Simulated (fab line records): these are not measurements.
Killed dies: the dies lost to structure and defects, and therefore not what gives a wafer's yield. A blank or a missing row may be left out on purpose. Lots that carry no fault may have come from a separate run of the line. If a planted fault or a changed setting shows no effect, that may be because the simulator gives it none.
One fault through the eyes of 2 desks ; flow gf180mcu ; each desk has only its own numbers; what lay behind them comes last

== METROLOGY DESK ==
What the gauges read, lot by lot, whatever tool the lot ran on: means of the sampled wafers that have a number. A lot is out of limits, marked OUT, if its mean lies more than 4 standard deviations from the usual mean; the brackets give that distance.
Columns: A = STI_CVD_03_THK at GF_STI_THK_MEAS_04, usual 206.8 nm; B = VT_IMPLANT_OVL at GF_VT_IMPLANT_OVL_MEAS_07, usual -0.5 nm; C = LVPWELL_RS at GF_VT_IMPLANT_RS_MEAS_48, usual 1196 ohm/sq
lot;first seen here;A;B;C
L482;day 1 14:07;207.3;-1.2;1200
L483;day 1 19:29;207.1;0.3;1202
L485;day 2 04:47;208.9;-1.4;1199
L488;day 2 20:55;208.3;-0.2;1221 (+7.7) OUT
L489;day 3 03:39;208.6;-0.4;1199
L490;day 3 09:06;205.2;-1.4;1222 (+7.8) OUT
L491;day 3 17:16;206.1;-1.2;1199
L492;day 3 17:17;204.4;0.4;1190
L497;day 4 17:33;209.6;1.4;1195
L501;day 5 12:35;207.1;-3.6;1196
L503;day 5 22:35;202.4;-0.4;1199
L504;day 6 05:13;205.2;-1.0;1193
L505;day 6 08:35;207.3;-1.9;1200
This desk finds L488, L490 out of limits, with the earliest case on L488 at day 9 19:57 (LVPWELL_RS at GF_VT_IMPLANT_RS_MEAS_48). In limits: L482, L483, L485, L489, L491, L492, L497, L501, L503, L504, L505.

== FOR THE TOOL OWNER'S DESK: implanter-03 ==
The tool's own readings at GF_LVPWELL_IMPLANT_08: means of the sampled wafers that have a number, for each lot that ran on this tool. A lot is out of limits, marked OUT, if its mean lies more than 4 standard deviations from the usual mean; the brackets give that distance.
Columns: A = doseIonsCm2 at GF_LVPWELL_IMPLANT_08, usual 1.5e+13
lot;first seen here;A
L482;day 3 20:43;1.5e+13
L483;day 4 00:16;1.5e+13
L485;day 4 21:02;1.5e+13
L488;day 5 16:10;1.4e+13 (-31) OUT
L490;day 5 21:58;1.4e+13 (-30) OUT
This desk's finding: out of limits on L488, L490; first on L488, day 5 16:10 (doseIonsCm2 at GF_LVPWELL_IMPLANT_08). In limits: L482, L483, L485.

== ALL TOGETHER ==
The tool owner's desk had the chance to raise an alarm at day 5 16:10 on L488, L490.
An alarm was possible from the metrology desk at day 9 19:57, on L488, L490.
All the named lots went through GF_LVPWELL_IMPLANT_08 on implanter-03.

== WHAT THE SIMULATOR HAD INSERTED ==
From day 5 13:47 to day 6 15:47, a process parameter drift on implanter-03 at GF_LVPWELL_IMPLANT_08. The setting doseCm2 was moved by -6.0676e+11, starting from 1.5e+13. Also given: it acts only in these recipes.
Lots struck among those shown: L488, L490.
Time in hours from fault onset to the first out-of-limits reading at each desk: tool owner's desk 2, metrology desk 102.
